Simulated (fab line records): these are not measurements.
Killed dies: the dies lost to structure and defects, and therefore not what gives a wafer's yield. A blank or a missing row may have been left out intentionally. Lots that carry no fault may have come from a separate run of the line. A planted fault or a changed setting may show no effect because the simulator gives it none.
Matching of chambers	flow sky130	4 sister chambers for SKY_METAL3_ETCH_17 on rieDiel-04
The step etches SiO2 in C4F8/O2/Ar, stops on TiN, time 3.9 s, target depth 15 nm. 4 wafers are shown with their chamber, then 7 later ones without.

EACH WAFER AND ITS CHAMBER
wafer	chamber	oesProductAu (a.u.)
L083.2	3	0.750
L084.6	1	0.761
L093.3	2	0.736
L093.4	0	0.763

WAFERS MISSING THEIR CHAMBER
wafer	oesProductAu (a.u.)
L093.5	0.746
L095.2	0.740
L095.3	0.760
L095.4	0.756
L096.2	0.749
L096.3	0.743
L096.4	0.752

WHICH CHAMBER EACH ONE RAN IN
wafer	from the rows above	in truth
L093.5	can't be placed: 3 or 2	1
L095.2	can't be placed: 2 or 3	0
L095.3	can't be placed: 1 or 0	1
L095.4	can't be placed: 1 or 3 or 0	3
L096.2	3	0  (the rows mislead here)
L096.3	can't be placed: 2 or 3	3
L096.4	can't be placed: 3 or 1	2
Placed correctly: 0 of 7. These rows do not allow placing 6 (true chamber among the candidates in 3). 1 placed wrongly.
How it was worked out, from the rows above alone: a wafer's distance from a chamber is the root of the sum, over the readings, of the square of ((its reading less the chamber's mean) divided by the reading's scatter). If the next closest chamber is less than 2 further off than the closest, the wafer can't be placed; otherwise it belongs to the closest. Each chamber's mean is taken over the wafers shown for it. The scatter: root of mean squared gap, hidden wafer to nearest shown wafer, with one shown wafer a chamber.
